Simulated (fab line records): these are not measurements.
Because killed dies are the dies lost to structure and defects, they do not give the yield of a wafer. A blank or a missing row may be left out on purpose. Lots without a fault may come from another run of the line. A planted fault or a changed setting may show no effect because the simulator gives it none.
fab line records	flow gf180mcu
record: lots: 14	wafers: 42	last_day: 34
route steps=602 shown VT_IMPLANT@120 M3@411 M4@462
lots that met no fault: from a run of the same line without faults
start_h: hours from the record's opening day to when the first of the lot's shown wafers began	wait_h: hours since the lot's step before	" same as the row above	L1.1+2: one row covering several wafers at once	- no value, or no start given	* or withheld: withheld	< > ~ a bound
route shown NAME@n: NAME is a module with steps in the file, n the number in the route of the first one	usual: the fault-free wafers' mean and standard deviation	same: alike in all rows	chamber/n: place in a boat	sites: per-site readings	_std_site: how widely they spread, as a standard deviation	_edge_site: inner sites' mean taken away from outer sites' mean	radius_mm: how far each site lies from the wafer's centre	mask NAME#n: copy n	behind: tool/chamber where the wafer was last shaped	hold: what put the lot on hold/how long, in hours/how the hold closed	device: the n, p or np transistor that did not switch	end of line: tests run on the same wafers once the route is complete	a step given without rows: its recipe and nothing more	killed: dies lost to structure and defects at the first sort, not the wafer's yield	map: a wafer's dies, x killed, . not, _ none there
set.NAME: the setting that was run; set.NAME@STEP: the one run at that earlier step	model.NAME: the simulator's own value behind a step, which no gauge read
steps of the route over a sample of lots; a table a step, a row a wafer
services: when a tool's chamber went out of use (start_h, in hours from the record's first day, below 0 if earlier), for how many hours, and the reason
== steps ==
step: GF_VT_IMPLANT_IMPLANT_30
recipe: species: B	energy_kev: 25	dose_cm2: 2.534e+12	tilt_deg: 7
usual: dose_ions_cm2: 2.5338e+12/2.8e+09	faraday_current_uA: 14.29/0.28
lot.wafer	tool	chamber	start_h	wait_h	dose_ions_cm2	faraday_current_uA
L496.1	implanter-03	0	140.89	0.0	2.5368e+12	14.25
L496.2	"	0	"	"	2.5345e+12	14.46
L496.3	"	0	"	"	2.5358e+12	13.70
L497.2	implanter-02	0	146.56	0.0	2.5321e+12	14.05
L497.3	"	0	"	"	2.535e+12	14.20
L497.5	"	0	"	"	2.5339e+12	14.12
L499.2	implanter-01	0	161.16	0.0	2.5368e+12	14.22
L499.3	"	0	"	"	2.5323e+12	13.94
L499.6	"	0	"	"	2.5335e+12	14.26
L500.1	implanter-01	0	166.84	0.0	2.5318e+12	14.74
L500.3	"	0	"	"	2.5319e+12	14.27
L500.6	"	0	"	"	2.5334e+12	14.12
L501.3	implanter-01	0	170.84	0.1	4.0852e+12	23.37
L501.4	"	0	"	"	4.0844e+12	23.20
L501.6	"	0	"	"	4.087e+12	23.10
L502.4	implanter-01	0	180.01	0.1	4.0874e+12	22.81
L502.5	"	0	"	"	4.0869e+12	22.49
L502.6	"	0	"	"	4.0888e+12	22.56
L504.1	implanter-01	0	189.94	0.0	4.0787e+12	22.43
L504.4	"	0	"	"	4.0824e+12	23.51
L504.6	"	0	"	"	4.0845e+12	22.69
L506.1	implanter-02	0	204.94	0.0	2.5324e+12	13.72
L506.3	"	0	"	"	2.537e+12	14.25
L506.4	"	0	"	"	2.5384e+12	13.60
L512.2	implanter-03	0	244.76	0.0	2.5342e+12	14.65
L512.3	"	0	"	"	2.5323e+12	13.90
L512.5	"	0	"	"	2.5309e+12	14.13
L513.1	implanter-01	0	251.94	0.0	2.5358e+12	13.77
L513.4	"	0	"	"	2.538e+12	14.59
L513.5	"	0	"	"	2.5379e+12	13.98
L514.1	implanter-01	0	256.54	0.0	2.5337e+12	14.26
L514.2	"	0	"	"	2.5354e+12	14.34
L514.3	"	0	"	"	2.5321e+12	14.75
L515.2	implanter-02	0	264.46	0.0	2.5311e+12	14.39
L515.4	"	0	"	"	2.5303e+12	13.80
L515.5	"	0	"	"	2.5324e+12	15.02
L516.2	implanter-03	0	273.11	0.0	2.5332e+12	14.22
L516.3	"	0	"	"	2.5331e+12	14.54
L516.5	"	0	"	"	2.5361e+12	14.44
L517.1	implanter-03	0	279.74	0.0	2.5318e+12	13.92
L517.3	"	0	"	"	2.5302e+12	14.53
L517.6	"	0	"	"	2.5299e+12	14.27
step: GF_VT_IMPLANT_TW_MEAS_32
usual: VT_IMPLANT_3_TW: 268.5/1.5
lot.wafer	tool	chamber	start_h	wait_h	VT_IMPLANT_3_TW
L496.1	film_metro-01	-	141.14	0.1	267.6
L496.2	"	-	"	"	265.6
L496.3	"	-	"	"	266.9
L497.2	film_metro-03	-	146.80	0.1	269.5
L497.3	"	-	"	"	268.2
L497.5	"	-	"	"	268.9
L499.2	film_metro-01	-	161.40	0.1	267.0
L499.3	"	-	"	"	266.6
L499.6	"	-	"	"	267.8
L500.1	film_metro-01	-	167.09	0.1	267.8
L500.3	"	-	"	"	267.1
L500.6	"	-	"	"	268.8
L501.3	film_metro-03	-	171.06	0.1	311.0
L501.4	"	-	"	"	311.7
L501.6	"	-	"	"	311.0
L502.4	film_metro-02	-	180.22	0.1	313.0
L502.5	"	-	"	"	310.3
L502.6	"	-	"	"	312.6
L504.1	film_metro-02	-	190.19	0.1	311.8
L504.4	"	-	"	"	313.6
L504.6	"	-	"	"	310.4
L506.1	film_metro-03	-	205.19	0.1	269.7
L506.3	"	-	"	"	268.3
L506.4	"	-	"	"	269.9
L512.2	film_metro-01	-	245.00	0.1	267.7
L512.3	"	-	"	"	268.8
L512.5	"	-	"	"	267.0
L513.1	film_metro-03	-	252.19	0.1	268.2
L513.4	"	-	"	"	267.6
L513.5	"	-	"	"	269.5
L514.1	film_metro-01	-	256.79	0.1	267.6
L514.2	"	-	"	"	267.5
L514.3	"	-	"	"	267.6
L515.2	film_metro-01	-	264.70	0.1	265.5
L515.4	"	-	"	"	267.6
L515.5	"	-	"	"	267.8
L516.2	film_metro-03	-	273.35	0.1	268.7
L516.3	"	-	"	"	270.8
L516.5	"	-	"	"	268.9
L517.1	film_metro-01	-	279.99	0.1	267.0
L517.3	"	-	"	"	266.3
L517.6	"	-	"	"	266.5
step: GF_M3_SPUTTER_02
recipe: material: AlCu	target_thk_nm: 450	power_w: 10600	time_s: 23.9	chamber_pressure_pa: 0.4
usual: throttle_valve_pct: 30.1/1.1
lot.wafer	tool	chamber	start_h	wait_h	throttle_valve_pct
L496.1	pvd_sputter-02	-	461.65	0.0	30.0
L496.2	"	-	"	"	30.3
L496.3	"	-	"	"	29.2
L497.2	pvd_sputter-01	-	469.33	0.0	29.0
L497.3	"	-	"	"	31.0
L497.5	"	-	"	"	29.4
L499.2	pvd_sputter-01	-	491.09	0.0	31.3
L499.3	"	-	"	"	29.6
L499.6	"	-	"	"	31.6
L500.1	pvd_sputter-02	-	497.19	0.0	28.8
L500.3	"	-	"	"	29.1
L500.6	"	-	"	"	28.8
L501.3	pvd_sputter-03	-	503.94	0.0	30.4
L501.4	"	-	"	"	29.1
L501.6	"	-	"	"	32.7
L502.4	pvd_sputter-02	-	518.39	0.0	30.3
L502.5	"	-	"	"	28.9
L502.6	"	-	"	"	30.0
L504.1	pvd_sputter-01	-	531.19	0.0	29.1
L504.4	"	-	"	"	31.7
L504.6	"	-	"	"	29.4
L506.1	pvd_sputter-03	-	549.52	0.0	29.3
L506.3	"	-	"	"	30.4
L506.4	"	-	"	"	29.4
L512.2	pvd_sputter-02	-	601.71	0.0	29.7
L512.3	"	-	"	"	28.9
L512.5	"	-	"	"	29.8
L513.1	pvd_sputter-02	-	606.65	0.0	30.1
L513.4	"	-	"	"	28.7
L513.5	"	-	"	"	30.2
L514.1	pvd_sputter-03	-	615.68	0.0	29.1
L514.2	"	-	"	"	30.6
L514.3	"	-	"	"	29.5
L515.2	pvd_sputter-02	-	623.42	0.0	29.9
L515.4	"	-	"	"	28.7
L515.5	"	-	"	"	28.8
L516.2	pvd_sputter-01	-	633.79	0.0	29.3
L516.3	"	-	"	"	29.4
L516.5	"	-	"	"	30.9
L517.1	pvd_sputter-03	-	638.67	0.0	28.8
L517.3	"	-	"	"	29.2
L517.6	"	-	"	"	28.9
step: GF_M3_THK_MEAS_06
recipe: thk_meas_gauge: xrf	reads: AlCu_of_M3_SPUTTER_02
usual: M3_ALCU_THK: 447/5.7
lot.wafer	tool	chamber	start_h	wait_h	M3_ALCU_THK[nm]
L496.1	film_metro-03	-	461.86	0.1	454
L496.2	"	-	"	"	457
L496.3	"	-	"	"	448
L497.2	film_metro-02	-	469.55	0.1	441
L497.3	"	-	"	"	445
L497.5	"	-	"	"	443
L499.2	film_metro-01	-	491.31	0.1	444
L499.3	"	-	"	"	445
L499.6	"	-	"	"	444
L500.1	film_metro-02	-	497.40	0.1	451
L500.3	"	-	"	"	450
L500.6	"	-	"	"	454
L501.3	film_metro-03	-	504.17	0.1	448
L501.4	"	-	"	"	450
L501.6	"	-	"	"	451
L502.4	film_metro-01	-	518.63	0.1	445
L502.5	"	-	"	"	438
L502.6	"	-	"	"	446
L504.1	film_metro-03	-	531.40	0.1	450
L504.4	"	-	"	"	443
L504.6	"	-	"	"	446
L506.1	film_metro-02	-	549.82	0.1	438
L506.3	"	-	"	"	440
L506.4	"	-	"	"	439
L512.2	film_metro-02	-	601.93	0.1	444
L512.3	"	-	"	"	440
L512.5	"	-	"	"	441
L513.1	film_metro-03	-	606.86	0.1	456
L513.4	"	-	"	"	446
L513.5	"	-	"	"	452
L514.1	film_metro-03	-	615.98	0.1	452
L514.2	"	-	"	"	454
L514.3	"	-	"	"	453
L515.2	film_metro-03	-	623.64	0.1	446
L515.4	"	-	"	"	443
L515.5	"	-	"	"	446
L516.2	film_metro-03	-	634.01	0.1	455
L516.3	"	-	"	"	446
L516.5	"	-	"	"	449
L517.1	film_metro-03	-	638.97	0.1	444
L517.3	"	-	"	"	442
L517.6	"	-	"	"	446
step: GF_M4_THK_MEAS_06
recipe: thk_meas_gauge: xrf	reads: AlCu_of_M4_SPUTTER_02
usual: M4_ALCU_THK: 446/5
lot.wafer	tool	chamber	start_h	wait_h	M4_ALCU_THK[nm]
L496.1	film_metro-02	-	512.45	0.1	447
L496.2	"	-	"	"	446
L496.3	"	-	"	"	445
L497.2	film_metro-04	-	520.41	0.1	455
L497.3	"	-	"	"	447
L497.5	"	-	"	"	452
L499.2	film_metro-02	-	541.21	0.1	442
L499.3	"	-	"	"	444
L499.6	"	-	"	"	441
L500.1	film_metro-04	-	546.95	0.1	443
L500.3	"	-	"	"	445
L500.6	"	-	"	"	442
L501.3	film_metro-01	-	553.92	0.1	451
L501.4	"	-	"	"	449
L501.6	"	-	"	"	448
L502.4	film_metro-04	-	567.29	0.1	445
L502.5	"	-	"	"	443
L502.6	"	-	"	"	442
L504.1	film_metro-01	-	580.06	0.1	452
L504.4	"	-	"	"	454
L504.6	"	-	"	"	454
L506.1	film_metro-04	-	597.45	0.1	457
L506.3	"	-	"	"	459
L506.4	"	-	"	"	453
L512.2	film_metro-04	-	645.24	0.1	450
L512.3	"	-	"	"	445
L512.5	"	-	"	"	445
L513.1	film_metro-02	-	650.03	0.1	445
L513.4	"	-	"	"	447
L513.5	"	-	"	"	445
L514.1	film_metro-04	-	659.50	0.1	448
L514.2	"	-	"	"	453
L514.3	"	-	"	"	449
L515.2	film_metro-04	-	665.51	0.1	452
L515.4	"	-	"	"	449
L515.5	"	-	"	"	444
L516.2	film_metro-01	-	675.61	0.1	439
L516.3	"	-	"	"	440
L516.5	"	-	"	"	437
L517.1	film_metro-01	-	680.60	0.1	443
L517.3	"	-	"	"	447
L517.6	"	-	"	"	446
== services ==
tool	chamber	start_h	hours	kind
implanter-01	-	136.74	0.6	repair
implanter-01	-	138.30	3.3	pm
implanter-01	-	153.99	2.8	repair
pvd_sputter-01	-	156.87	0.5	repair
pvd_sputter-02	-	253.49	0.6	repair
implanter-01	-	270.30	26.1	repair
implanter-03	-	295.16	2.2	repair
implanter-01	-	296.45	28.9	pm
pvd_sputter-03	-	318.09	40.3	repair
pvd_sputter-02	-	331.38	26.3	repair
pvd_sputter-02	-	382.49	5.9	repair
pvd_sputter-02	-	383.18	3.0	repair
pvd_sputter-01	-	445.57	2.4	repair
implanter-03	-	455.10	0.7	repair
pvd_sputter-02	-	467.18	2.4	repair
implanter-01	-	470.75	1.9	repair
pvd_sputter-03	-	473.31	2.2	repair
pvd_sputter-02	-	478.89	2.5	repair
pvd_sputter-02	-	497.58	1.7	repair
pvd_sputter-02	-	507.31	0.8	repair
implanter-01	-	510.32	2.2	repair
pvd_sputter-02	-	575.43	9.0	repair
implanter-01	-	609.83	2.0	repair
implanter-01	-	627.30	3.1	pm
== key ==
first_sign: step: GF_VT_IMPLANT_IMPLANT_30	reading: dose_ions_cm2	direction: up	sigmas: 99+	usual: 2.5338e+12	struck: 4.085e+12
effect: step: GF_VT_IMPLANT_IMPLANT_30	reading: faraday_current_uA	direction: up	sigmas: 30	usual: 14.29	struck: 22.91
effect: step: GF_VT_IMPLANT_TW_MEAS_32	reading: VT_IMPLANT_3_TW	direction: up	sigmas: 29	usual: 268.5	struck: 311.7
met_at GF_VT_IMPLANT_IMPLANT_30
struck_lots L501,L502,L504
tester_left_out L501,L502,L504
not_acting_at GF_M3_SPUTTER_02,GF_M3_THK_MEAS_06,GF_M4_THK_MEAS_06
onset_between 166.84 170.84
fault: kind: process_parameter_drift	tool: implanter-01	chamber: -	onset_h: 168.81	steps: GF_VT_IMPLANT_IMPLANT_30	channel: dose_cm2	offset: 1.5508e+12	shape: step	end_h: 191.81	acts_in: these_recipes_only	stated: 2.534e+12
tester_left_out: of these lots the tester's yield and bins aren't shown, on N5 and GAA mostly nor the transistor test; their killed dies are dies lost to structure and defects alone, not to doping, threshold or leakage, so they don't give the yield
